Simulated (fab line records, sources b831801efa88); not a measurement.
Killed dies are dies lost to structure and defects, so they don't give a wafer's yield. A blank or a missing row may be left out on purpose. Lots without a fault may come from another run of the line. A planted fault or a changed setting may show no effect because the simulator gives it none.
fab line records | flow sky130
record lots=13 wafers=39 last_day=50
route steps=708 shown NWELL@68 VT_ADJUST_HVTP@88 PAD_OPEN@708
lots that met no fault: from a run of the same line without faults
start_h: hours from the record's first day to the start of the lot's first wafer shown | wait_h: hours since the lot's step before | " the same as in the row above | L1.1+2: a row that stands for several wafers | - no value, or no start given | * or withheld: withheld | < > ~ a bound
route shown NAME@n: a module of which the file shows steps, and the number in the route of the first | usual: mean/standard deviation of fault-free wafers | same: alike in all rows | chamber/n: place in a boat | sites: the reading at each site | _std_site: their standard deviation | _edge_site: outer sites' mean less inner sites' | radius_mm: how far each site lies from the wafer's centre | mask NAME#n: copy n | behind: the tool/chamber that last shaped the wafer | hold: why the lot was held/for how many hours/how that ended | device: the transistor (n, p or np) that didn't switch | end of line: the same wafers' tests at the end of the route | a step without rows: its recipe alone | killed: dies lost to structure and defects at the first sort, not the wafer's yield | map: a wafer's dies, x killed, . not, _ none there
set.NAME: the setting as run; set.NAME@STEP: as run at that earlier step | model.NAME: the simulator's own value behind a step, which no gauge read
steps of the route over a sample of lots; a table a step, a row a wafer
services: from which hour (start_h, from the record's first day; less than 0 if before it) a tool's chamber was out of use, for how many hours, and why
## steps
# step SKY_NWELL_TW_MEAS_15
# usual NWELL_TW=1823/15
# columns lot.wafer tool chamber start_h wait_h NWELL_TW
L866.2 film_metro-04 - 88.20 0.1 1828
L866.3 " - " " 1819
L866.5 " - " " 1823
L867.1 film_metro-03 - 94.57 0.1 1822
L867.2 " - " " 1817
L867.3 " - " " 1815
L868.2 film_metro-03 - 99.41 0.1 1839
L868.3 " - " " 1830
L868.4 " - " " 1833
L869.1 film_metro-02 - 104.92 0.1 1799
L869.4 " - " " 1803
L869.5 " - " " 1797
L870.1 film_metro-02 - 109.40 0.1 1799
L870.2 " - " " 1796
L870.4 " - " " 1800
L872.2 film_metro-04 - 121.60 0.1 1817
L872.3 " - " " 1814
L872.5 " - " " 1821
L871.1 film_metro-03 - 121.94 0.1 1830
L871.2 " - " " 1835
L871.5 " - " " 1828
L874.3 film_metro-03 - 132.07 0.1 1842
L874.5 " - " " 1840
L874.6 " - " " 1827
L877.1 film_metro-04 - 156.75 0.1 1816
L877.2 " - " " 1825
L877.6 " - " " 1834
L883.2 film_metro-03 - 185.53 0.1 1832
L883.4 " - " " 1837
L883.6 " - " " 1837
L887.1 film_metro-03 - 206.99 0.1 1838
L887.3 " - " " 1827
L887.6 " - " " 1825
L888.1 film_metro-04 - 212.20 0.1 1825
L888.3 " - " " 1821
L888.5 " - " " 1829
L889.1 film_metro-03 - 222.22 0.1 1833
L889.2 " - " " 1835
L889.6 " - " " 1841
# step SKY_NWELL_STRIP_25
# recipe chemistry=O2/N2 power_w=1400 pressure_mtorr=1500 platen_temp_c=withheld o2_flow_sccm=3000 n2_flow_sccm=300 overash_fraction=0.5
# usual drypump_motor_current_A=5.5/0.56 oes_product_au=0.722/0.0051 strip_time_to_endpoint_s=36.91/0.093
# columns lot.wafer tool chamber start_h wait_h drypump_motor_current_A oes_product_au rf_hours_counter_h strip_time_to_endpoint_s
L866.2 plasma_asher-01 1 105.45 0.1 6.0 0.722 43 37.03
L866.3 " 0 " " 6.2 0.731 - 36.94
L866.5 " 1 " " 6.0 0.728 - 37.10
L867.1 plasma_asher-02 1 111.89 0.1 5.0 0.734 31 36.82
L867.2 " 0 " " 4.8 0.717 31 36.98
L867.3 " 0 " " 4.8 0.720 - 36.87
L868.2 plasma_asher-02 0 116.32 0.1 4.8 0.717 32 36.98
L868.3 " 1 " " 5.0 0.718 - 36.78
L868.4 " 0 " " 4.8 0.728 - 36.88
L869.1 plasma_asher-02 1 122.77 0.1 5.0 0.719 33 37.04
L869.4 " 0 " " 4.8 0.730 - 37.03
L869.5 " 0 " " 4.8 0.719 - 36.95
L870.1 plasma_asher-03 1 127.40 0.1 5.3 0.722 42 37.00
L870.2 " 0 " " 5.1 0.719 42 36.92
L870.4 " 0 " " 5.1 0.717 - 37.01
L872.2 plasma_asher-01 1 140.70 0.1 6.0 0.724 47 36.99
L872.3 " 1 " " 6.0 0.730 - 36.98
L872.5 " 1 " " 6.0 0.731 - 37.00
L871.1 plasma_asher-01 0 141.65 0.1 6.2 0.722 47 36.89
L871.2 " 1 " " 6.1 0.728 47 36.88
L871.5 " 1 " " 6.0 0.719 - 37.10
L874.3 plasma_asher-03 1 151.65 0.1 5.3 0.719 - 37.02
L874.5 " 1 " " 5.3 0.729 - 36.97
L874.6 " 0 " " 5.1 0.724 - 37.00
L877.1 plasma_asher-01 1 176.67 0.1 6.0 0.723 51 37.01
L877.2 " 0 " " 6.2 0.722 51 36.99
L877.6 " 1 " " 6.1 0.721 - 36.89
L883.2 plasma_asher-01 0 206.24 0.1 6.2 0.724 53 36.96
L883.4 " 1 " " 6.0 0.730 - 37.04
L883.6 " 1 " " 6.0 0.714 - 37.02
L887.1 plasma_asher-02 1 228.89 0.1 5.0 0.723 43 36.91
L887.3 " 1 " " 5.0 0.727 - 36.84
L887.6 " 0 " " 4.8 0.718 - 36.94
L888.1 plasma_asher-01 0 234.94 0.1 6.2 0.720 56 37.03
L888.3 " 0 " " 6.2 0.731 - 37.04
L888.5 " 0 " " 6.2 0.707 - 37.05
L889.1 plasma_asher-01 1 244.80 0.1 6.0 0.724 57 36.73
L889.2 " 0 " " 6.2 0.721 57 36.85
L889.6 " 1 " " 6.0 0.721 - 36.89
# step SKY_VT_ADJUST_HVTP_SOFTBAKE_03
# recipe temp_c=90 time_s=60 resist=NOVOLAK
# usual run_length_s=89.24/0.2
# columns lot.wafer tool chamber start_h wait_h run_length_s
L866.2 litho_track-02 0 114.39 0.1 89.26
L866.3 " 0 " " 89.24
L866.5 " 0 " " 89.13
L867.1 litho_track-02 0 121.17 0.1 89.15
L867.2 " 0 " " 89.11
L867.3 " 0 " " 89.23
L868.2 litho_track-04 0 125.96 0.1 89.44
L868.3 " 0 " " 89.17
L868.4 " 0 " " 89.01
L869.1 litho_track-02 0 132.27 0.1 89.10
L869.4 " 0 " " 89.24
L869.5 " 0 " " 89.32
L870.1 litho_track-02 0 137.47 0.1 89.03
L870.2 " 0 " " 89.24
L870.4 " 0 " " 89.02
L872.2 litho_track-02 0 150.49 0.1 89.05
L872.3 " 0 " " 89.24
L872.5 " 0 " " 89.41
L871.1 litho_track-03 0 151.97 0.1 89.64
L871.2 " 0 " " 89.51
L871.5 " 0 " " 89.74
L874.3 litho_track-02 0 161.72 0.1 89.25
L874.5 " 0 " " 89.25
L874.6 " 0 " " 89.01
L877.1 litho_track-04 0 187.48 0.1 95.91
L877.2 " 0 " " 95.88
L877.6 " 0 " " 96.01
L883.2 litho_track-04 0 217.70 0.1 95.95
L883.4 " 0 " " 95.86
L883.6 " 0 " " 96.02
L887.1 litho_track-02 0 240.97 0.1 89.08
L887.3 " 0 " " 89.17
L887.6 " 0 " " 89.18
L888.1 litho_track-03 0 246.82 0.1 89.46
L888.3 " 0 " " 89.51
L888.5 " 0 " " 89.38
L889.1 litho_track-02 0 257.47 0.1 89.09
L889.2 " 0 " " 89.11
L889.6 " 0 " " 89.14
# step SKY_VT_ADJUST_HVTP_STRIP_10
# recipe chemistry=O2/N2 power_w=1400 pressure_mtorr=1500 platen_temp_c=withheld o2_flow_sccm=3000 n2_flow_sccm=300 overash_fraction=0.5
# usual drypump_motor_current_A=5.4/0.55 oes_product_au=0.716/0.0047 strip_time_to_endpoint_s=14.16/0.035
# columns lot.wafer tool chamber start_h wait_h drypump_motor_current_A oes_product_au rf_hours_counter_h strip_time_to_endpoint_s
L866.2 plasma_asher-01 1 124.38 0.1 6.0 0.719 45 14.22
L866.3 " 1 " " 6.0 0.720 - 14.19
L866.5 " 1 " " 6.0 0.722 - 14.16
L867.1 plasma_asher-02 1 131.03 0.1 5.0 0.708 33 14.22
L867.2 " 0 " " 4.8 0.715 33 14.17
L867.3 " 0 " " 4.8 0.719 - 14.19
L868.2 plasma_asher-01 1 135.99 0.1 6.0 0.706 47 14.23
L868.3 " 0 " " 6.2 0.718 - 14.24
L868.4 " 1 " " 6.0 0.717 - 14.22
L869.1 plasma_asher-04 0 142.99 0.1 5.5 0.707 2 14.13
L869.4 " 1 " " 4.9 0.718 - 14.21
L869.5 " 0 " " 5.5 0.721 - 14.15
L870.1 plasma_asher-04 1 147.23 0.1 4.9 0.718 3 14.14
L870.2 " 0 " " 5.4 0.716 3 14.15
L870.4 " 0 " " 5.5 0.717 - 14.16
L872.2 plasma_asher-04 1 160.72 0.1 5.0 0.715 4 14.20
L872.3 " 1 " " 4.9 0.712 - 14.20
L872.5 " 0 " " 5.5 0.701 - 14.24
L871.1 plasma_asher-02 0 162.23 0.1 4.8 0.724 37 14.14
L871.2 " 1 " " 5.0 0.708 37 14.12
L871.5 " 1 " " 5.0 0.718 - 14.06
L874.3 plasma_asher-01 0 171.87 0.1 6.2 0.715 - 14.20
L874.5 " 0 " " 6.2 0.717 - 14.19
L874.6 " 1 " " 6.0 0.714 - 14.12
L877.1 plasma_asher-01 0 198.13 0.1 6.2 0.714 53 14.12
L877.2 " 1 " " 6.1 0.726 53 14.11
L877.6 " 1 " " 6.0 0.716 - 14.14
L883.2 plasma_asher-04 1 229.19 0.1 5.0 0.711 10 14.13
L883.4 " 1 " " 4.9 0.714 - 14.16
L883.6 " 1 " " 5.0 0.715 - 14.10
L887.1 plasma_asher-01 1 252.77 0.1 6.1 0.717 58 14.18
L887.3 " 1 " " 6.0 0.722 - 14.21
L887.6 " 1 " " 6.0 0.715 - 14.18
L888.1 plasma_asher-01 1 259.47 0.1 6.1 0.715 59 14.15
L888.3 " 0 " " 6.2 0.713 - 14.11
L888.5 " 1 " " 6.0 0.718 - 14.09
L889.1 plasma_asher-04 0 268.84 0.1 5.5 0.720 14 14.16
L889.2 " 1 " " 5.0 0.713 14 14.13
L889.6 " 0 " " 5.5 0.723 - 14.19
# step SKY_PAD_OPEN_PROBE_99
# usual killed_at_M0_to_M3=43/7.1 killed_at_M4_up=3/1.7 killed_at_contacts=25/5.6 killed_at_front_end=16/4.1 killed_at_other=0.2/0.49 killed_dies=87/9.8 killed_on_rim=17/3.8 killed_open=47/7.6 killed_short=40/6.1
# same gross_dies=492 killed_at_back_side=0
# columns lot.wafer tool chamber start_h wait_h killed_at_M0_to_M3 killed_at_M4_up killed_at_contacts killed_at_front_end killed_at_other killed_dies killed_on_rim killed_open killed_short
L866.2 prober-01 - 1085.47 0.1 43 5 17 14 0 79 14 46 33
L866.3 prober-01 - 1085.52 0.2 40 3 27 11 2 83 18 50 33
L866.5 prober-01 - 1085.62 0.2 56 7 29 11 0 103 21 53 50
L867.1 prober-02 - 1087.37 0.1 34 5 30 13 0 82 12 47 35
L867.2 prober-02 - 1087.42 0.1 32 1 18 15 1 67 16 34 33
L867.3 prober-02 - 1087.47 0.2 46 3 23 12 0 84 13 50 34
L868.2 prober-01 - 1090.59 0.1 36 4 25 17 0 82 18 47 35
L868.3 prober-01 - 1090.64 0.2 47 3 17 18 1 86 16 48 38
L868.4 prober-01 - 1090.69 0.2 48 5 23 16 0 92 19 43 49
L869.1 prober-02 - 1091.47 0.1 38 1 23 11 0 73 11 41 32
L869.4 prober-02 - 1091.62 0.2 30 2 36 14 2 84 13 48 36
L869.5 prober-02 - 1091.67 0.2 47 3 22 10 0 82 16 37 45
L870.1 prober-01 - 1093.19 0.1 43 3 21 22 2 91 21 48 43
L870.2 prober-01 - 1093.24 0.1 45 0 32 15 0 92 19 51 41
L870.4 prober-01 - 1093.34 0.2 41 1 27 15 0 84 21 48 36
L872.2 prober-02 - 1111.63 0.1 48 4 25 10 0 87 15 43 44
L872.3 prober-02 - 1111.68 0.2 47 2 17 19 0 85 7 49 36
L872.5 prober-02 - 1111.78 0.2 52 4 31 18 1 106 22 55 51
L871.1 prober-01 - 1113.32 0.1 46 1 25 6 0 78 15 43 35
L871.2 prober-01 - 1113.37 0.1 46 3 30 6 0 85 15 46 39
L871.5 prober-01 - 1113.52 0.2 43 1 33 13 0 90 15 48 42
L874.3 prober-01 - 1121.24 0.2 41 4 22 26 1 94 20 44 50
L874.5 prober-01 - 1121.34 0.2 43 0 21 23 0 87 21 55 32
L874.6 prober-01 - 1121.39 0.2 37 3 31 13 0 84 20 48 36
L877.1 prober-02 - 1146.68 0.1 48 3 30 11 0 92 14 51 41
L877.2 prober-02 - 1146.73 0.1 52 3 26 16 0 97 18 55 42
L877.6 prober-02 - 1146.93 0.2 47 0 30 13 0 90 21 55 35
L883.2 prober-01 - 1169.62 0.1 38 2 20 18 0 78 16 33 45
L883.4 prober-01 - 1169.72 0.2 55 1 30 24 0 110 21 67 43
L883.6 prober-01 - 1169.82 0.2 55 4 35 12 0 106 22 57 49
L887.1 prober-01 - 1190.22 0.1 39 1 22 20 0 82 14 41 41
L887.3 prober-01 - 1190.32 0.2 41 5 26 16 0 88 18 45 43
L887.6 prober-01 - 1190.47 0.2 41 4 27 18 0 90 16 53 37
L888.1 prober-02 - 1191.99 0.1 41 3 25 16 0 85 21 55 30
L888.3 prober-02 - 1192.09 0.2 41 1 20 18 0 80 19 44 36
L888.5 prober-02 - 1192.19 0.2 40 1 29 15 0 85 15 49 36
L889.1 prober-01 - 1198.16 0.1 44 2 28 19 0 93 17 41 52
L889.2 prober-01 - 1198.21 0.1 45 1 29 19 0 94 22 50 44
L889.6 prober-01 - 1198.41 0.2 40 3 29 14 0 86 18 55 31
# killed by level:class
L866.2 VIA1:geometric_particle:open=14 METAL2:geometric_particle:short=8 CONTACT:geometric_particle:open=7 POLY_GATE:geometric_particle:open=6 POLY_GATE:geometric_particle:short=5 VIA2:geometric_particle:open=5 LI_CONTACT:geometric_particle:open=4 VIA3:geometric_particle:open=4
L866.3 VIA3:geometric_particle:open=11 LI_CONTACT:geometric_particle:open=8 CONTACT:geometric_particle:open=8 VIA2:geometric_particle:open=7 VIA1:geometric_particle:open=6 VIA3:geometric_particle:short=5 FIELD_ISO:geometric_particle:short=4 LI_CONTACT:geometric_particle:short=4
L866.5 VIA1:geometric_particle:open=18 CONTACT:geometric_particle:open=12 VIA3:geometric_particle:short=8 METAL1:geometric_particle:short=6 LI_CONTACT:geometric_particle:open=6 CONTACT:geometric_particle:short=6 METAL4:geometric_particle:short=6 VIA2:geometric_particle:open=5
L867.1 CONTACT:geometric_particle:open=12 LI_CONTACT:geometric_particle:open=8 METAL2:geometric_particle:short=6 VIA1:geometric_particle:open=5 CONTACT:geometric_particle:short=4 METAL1:geometric_particle:short=4 VIA2:geometric_particle:open=4 VIA3:geometric_particle:open=4
L867.2 CONTACT:geometric_particle:open=8 VIA1:geometric_particle:open=8 LOCAL_INTERCONNECT:geometric_particle:short=5 VIA1:geometric_particle:short=5 FIELD_ISO:geometric_particle:short=4 FIELD_ISO:geometric_particle:open=4 POLY_GATE:geometric_particle:open=4 METAL3:geometric_particle:short=4
L867.3 LI_CONTACT:geometric_particle:open=9 VIA2:geometric_particle:open=9 VIA1:geometric_particle:open=8 CONTACT:geometric_particle:open=7 FIELD_ISO:geometric_particle:open=6 VIA2:geometric_particle:short=6 VIA1:geometric_particle:short=5 VIA3:geometric_particle:open=5
L868.2 VIA1:geometric_particle:open=17 CONTACT:geometric_particle:open=8 FIELD_ISO:geometric_particle:short=7 LI_CONTACT:geometric_particle:open=6 VIA2:geometric_particle:open=5 LOCAL_INTERCONNECT:geometric_particle:short=4 CONTACT:geometric_particle:short=4 METAL4:geometric_particle:short=4
L868.3 VIA2:geometric_particle:open=9 CONTACT:geometric_particle:open=8 VIA1:geometric_particle:open=8 METAL2:geometric_particle:short=7 VIA3:geometric_particle:open=7 FIELD_ISO:geometric_particle:open=5 FIELD_ISO:geometric_particle:short=4 METAL3:geometric_particle:short=4
L868.4 CONTACT:geometric_particle:open=10 VIA1:geometric_particle:open=10 VIA3:geometric_particle:open=6 POLY_GATE:geometric_particle:short=5 LOCAL_INTERCONNECT:geometric_particle:short=5 METAL2:geometric_particle:short=5 METAL1:geometric_particle:short=5 METAL3:geometric_particle:short=5
L869.1 LI_CONTACT:geometric_particle:open=8 VIA3:geometric_particle:open=8 CONTACT:geometric_particle:open=6 CONTACT:geometric_particle:short=5 VIA1:geometric_particle:short=5 VIA1:geometric_particle:open=5 VIA2:geometric_particle:open=4 FIELD_ISO:geometric_particle:short=3
L869.4 CONTACT:geometric_particle:open=13 VIA3:geometric_particle:open=10 LI_CONTACT:geometric_particle:open=8 CONTACT:geometric_particle:short=6 VIA1:geometric_particle:open=6 LOCAL_INTERCONNECT:geometric_particle:short=5 FIELD_ISO:geometric_particle:short=3 FIELD_ISO:geometric_particle:open=3
L869.5 VIA1:geometric_particle:open=11 CONTACT:geometric_particle:open=7 METAL3:geometric_particle:short=7 VIA3:geometric_particle:open=6 LI_CONTACT:geometric_particle:open=5 VIA1:geometric_particle:short=5 VIA2:geometric_particle:open=5 FIELD_ISO:geometric_particle:short=4
L870.1 VIA2:geometric_particle:open=11 POLY_GATE:geometric_particle:open=8 VIA3:geometric_particle:open=6 POLY_GATE:geometric_particle:short=6 CONTACT:geometric_particle:open=6 VIA1:geometric_particle:open=6 VIA2:geometric_particle:short=6 METAL1:geometric_particle:short=5
L870.2 LI_CONTACT:geometric_particle:open=10 VIA1:geometric_particle:open=10 VIA2:geometric_particle:short=8 CONTACT:geometric_particle:open=7 VIA1:geometric_particle:short=6 CONTACT:geometric_particle:short=5 VIA2:geometric_particle:open=5 FIELD_ISO:geometric_particle:open=4
L870.4 CONTACT:geometric_particle:open=13 VIA2:geometric_particle:open=8 VIA3:geometric_particle:short=7 LI_CONTACT:geometric_particle:open=6 POLY_GATE:geometric_particle:short=6 METAL1:geometric_particle:short=6 VIA1:geometric_particle:open=5 METAL1:geometric_particle:open=4
L872.2 VIA1:geometric_particle:short=11 CONTACT:geometric_particle:open=11 VIA1:geometric_particle:open=9 LI_CONTACT:geometric_particle:open=6 METAL1:geometric_particle:short=6 VIA2:geometric_particle:open=6 METAL2:geometric_particle:short=5 POLY_GATE:geometric_particle:short=4
L872.3 VIA1:geometric_particle:open=9 LI_CONTACT:geometric_particle:open=8 VIA3:geometric_particle:open=8 METAL2:geometric_particle:short=6 FIELD_ISO:geometric_particle:short=5 CONTACT:geometric_particle:open=5 METAL1:geometric_particle:short=5 VIA2:geometric_particle:open=5
L872.5 CONTACT:geometric_particle:open=13 VIA1:geometric_particle:open=9 FIELD_ISO:geometric_particle:short=7 LI_CONTACT:geometric_particle:open=7 VIA1:geometric_particle:short=7 VIA3:geometric_particle:open=7 VIA2:geometric_particle:open=6 VIA2:geometric_particle:short=6
L871.1 VIA1:geometric_particle:open=12 LI_CONTACT:geometric_particle:open=9 VIA1:geometric_particle:short=8 CONTACT:geometric_particle:open=6 VIA2:geometric_particle:open=6 METAL2:geometric_particle:short=5 CONTACT:geometric_particle:short=4 METAL2:geometric_particle:open=4
L871.2 CONTACT:geometric_particle:open=10 LI_CONTACT:geometric_particle:open=8 LOCAL_INTERCONNECT:geometric_particle:short=8 METAL2:geometric_particle:short=8 VIA1:geometric_particle:short=6 VIA1:geometric_particle:open=6 VIA2:geometric_particle:open=6 VIA3:geometric_particle:open=5
L871.5 VIA1:geometric_particle:open=10 CONTACT:geometric_particle:open=9 VIA2:geometric_particle:open=8 LI_CONTACT:geometric_particle:open=7 LI_CONTACT:geometric_particle:short=6 METAL1:geometric_particle:short=6 METAL2:geometric_particle:short=6 CONTACT:geometric_particle:short=5
L874.3 CONTACT:geometric_particle:open=7 VIA2:geometric_particle:open=7 POLY_GATE:geometric_particle:open=6 LI_CONTACT:geometric_particle:open=6 METAL1:geometric_particle:short=6 VIA3:geometric_particle:open=6 SPACER:geometric_particle:short=5 LOCAL_INTERCONNECT:geometric_particle:short=5
L874.5 VIA3:geometric_particle:open=9 CONTACT:geometric_particle:open=9 VIA1:geometric_particle:open=9 VIA2:geometric_particle:open=8 FIELD_ISO:geometric_particle:open=7 POLY_GATE:geometric_particle:short=7 METAL1:geometric_particle:short=6 LI_CONTACT:geometric_particle:open=5
L874.6 CONTACT:geometric_particle:open=12 LI_CONTACT:geometric_particle:open=9 VIA2:geometric_particle:open=8 LOCAL_INTERCONNECT:geometric_particle:short=7 METAL2:geometric_particle:short=6 VIA2:geometric_particle:short=5 VIA1:geometric_particle:short=5 VIA1:geometric_particle:open=4
L877.1 CONTACT:geometric_particle:open=14 VIA1:geometric_particle:open=8 METAL1:geometric_particle:short=7 LI_CONTACT:geometric_particle:open=6 METAL2:geometric_particle:short=6 VIA3:geometric_particle:open=6 CONTACT:geometric_particle:short=5 VIA2:geometric_particle:open=5
L877.2 VIA3:geometric_particle:open=12 CONTACT:geometric_particle:open=10 VIA1:geometric_particle:open=9 METAL2:geometric_particle:short=8 VIA2:geometric_particle:open=8 POLY_GATE:geometric_particle:short=7 POLY_GATE:geometric_particle:open=6 METAL1:geometric_particle:short=6
L877.6 CONTACT:geometric_particle:open=18 VIA1:geometric_particle:open=16 LI_CONTACT:geometric_particle:open=6 VIA1:geometric_particle:short=6 METAL2:geometric_particle:short=6 VIA3:geometric_particle:open=6 POLY_GATE:geometric_particle:short=4 CONTACT:geometric_particle:short=4
L883.2 LI_CONTACT:geometric_particle:open=8 FIELD_ISO:geometric_particle:short=7 VIA1:geometric_particle:short=7 CONTACT:geometric_particle:short=6 VIA3:geometric_particle:open=6 FIELD_ISO:geometric_particle:open=5 VIA1:geometric_particle:open=4 VIA2:geometric_particle:short=4
L883.4 VIA1:geometric_particle:open=17 CONTACT:geometric_particle:open=10 VIA3:geometric_particle:open=9 LI_CONTACT:geometric_particle:open=8 FIELD_ISO:geometric_particle:short=7 VIA2:geometric_particle:open=6 METAL2:geometric_particle:short=6 METAL3:geometric_particle:short=6
L883.6 VIA1:geometric_particle:open=12 VIA1:geometric_particle:short=12 CONTACT:geometric_particle:open=11 METAL2:geometric_particle:short=7 CONTACT:geometric_particle:short=6 LI_CONTACT:geometric_particle:open=6 LOCAL_INTERCONNECT:geometric_particle:short=6 VIA3:geometric_particle:open=6
L887.1 METAL1:geometric_particle:short=10 CONTACT:geometric_particle:open=9 VIA1:geometric_particle:open=8 CONTACT:geometric_particle:short=6 SPACER:geometric_particle:short=5 VIA1:geometric_particle:short=5 VIA3:geometric_particle:open=5 FIELD_ISO:geometric_particle:open=4
L887.3 VIA1:geometric_particle:open=12 CONTACT:geometric_particle:open=10 VIA3:geometric_particle:short=8 LI_CONTACT:geometric_particle:open=7 CONTACT:geometric_particle:short=6 METAL1:geometric_particle:short=5 METAL4:geometric_particle:short=5 VIA3:geometric_particle:open=5
L887.6 VIA1:geometric_particle:open=17 CONTACT:geometric_particle:open=12 LOCAL_INTERCONNECT:geometric_particle:short=8 VIA2:geometric_particle:open=8 FIELD_ISO:geometric_particle:short=7 LI_CONTACT:geometric_particle:open=5 FIELD_ISO:geometric_particle:open=4 METAL3:geometric_particle:short=4
L888.1 CONTACT:geometric_particle:open=15 VIA1:geometric_particle:short=8 VIA1:geometric_particle:open=8 FIELD_ISO:geometric_particle:open=5 LI_CONTACT:geometric_particle:open=5 POLY_GATE:geometric_particle:open=4 VIA2:geometric_particle:short=4 METAL3:geometric_particle:open=4
L888.3 LI_CONTACT:geometric_particle:open=8 VIA1:geometric_particle:open=8 METAL2:geometric_particle:short=7 VIA3:geometric_particle:open=6 VIA2:geometric_particle:open=5 FIELD_ISO:geometric_particle:open=4 METAL1:geometric_particle:short=4 FIELD_ISO:geometric_particle:short=3
L888.5 VIA1:geometric_particle:open=12 CONTACT:geometric_particle:open=10 LI_CONTACT:geometric_particle:open=9 VIA2:geometric_particle:open=7 CONTACT:geometric_particle:short=5 VIA3:geometric_particle:short=4 POLY_GATE:geometric_particle:short=4 LOCAL_INTERCONNECT:geometric_particle:short=4
L889.1 CONTACT:geometric_particle:short=11 CONTACT:geometric_particle:open=8 VIA3:geometric_particle:open=7 VIA2:geometric_particle:open=7 FIELD_ISO:geometric_particle:short=6 VIA1:geometric_particle:short=6 VIA2:geometric_particle:short=5 VIA3:geometric_particle:short=5
L889.2 CONTACT:geometric_particle:open=12 VIA1:geometric_particle:open=11 VIA2:geometric_particle:short=7 FIELD_ISO:geometric_particle:short=6 CONTACT:geometric_particle:short=6 METAL2:geometric_particle:short=6 METAL1:geometric_particle:short=5 VIA3:geometric_particle:open=5
L889.6 LI_CONTACT:geometric_particle:open=14 VIA1:geometric_particle:open=8 VIA2:geometric_particle:open=8 VIA3:geometric_particle:open=7 CONTACT:geometric_particle:open=6 FIELD_ISO:geometric_particle:short=4 POLY_GATE:geometric_particle:short=4 METAL2:geometric_particle:short=4
## services
# columns tool chamber start_h hours kind
plasma_asher-04 - 108.75 9.0 pm
plasma_asher-04 0 108.75 9.0 vent_cycle
plasma_asher-04 1 108.75 9.0 vent_cycle
plasma_asher-04 0 117.75 - clean
plasma_asher-04 1 117.75 - clean
plasma_asher-03 - 161.87 0.6 repair
plasma_asher-02 - 164.24 0.3 repair
plasma_asher-01 - 182.47 1.2 repair
plasma_asher-04 - 218.97 2.8 pm
plasma_asher-01 - 263.81 0.4 repair
## key
first_sign step=SKY_VT_ADJUST_HVTP_SOFTBAKE_03 reading=run_length_s direction=up sigmas=34 usual=* struck=*
effect none on later readings
met_at SKY_VT_ADJUST_HVTP_SOFTBAKE_03
struck_lots L877,L883
tester_left_out L877,L883
not_acting_at SKY_NWELL_TW_MEAS_15,SKY_NWELL_STRIP_25,SKY_VT_ADJUST_HVTP_STRIP_10
onset_between 125.96 187.48
fault kind=process_parameter_drift tool=litho_track-04 chamber=- onset_h=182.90 steps=SKY_VT_ADJUST_HVTP_SOFTBAKE_03 channel=time_s offset=* shape=step end_h=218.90 acts_in=* stated=*
# tester_left_out: of these lots the tester's yield and bins aren't shown, on N5 and GAA mostly nor the transistor test; their killed dies are dies lost to structure and defects alone, not to doping, threshold or leakage, so they don't give the yield
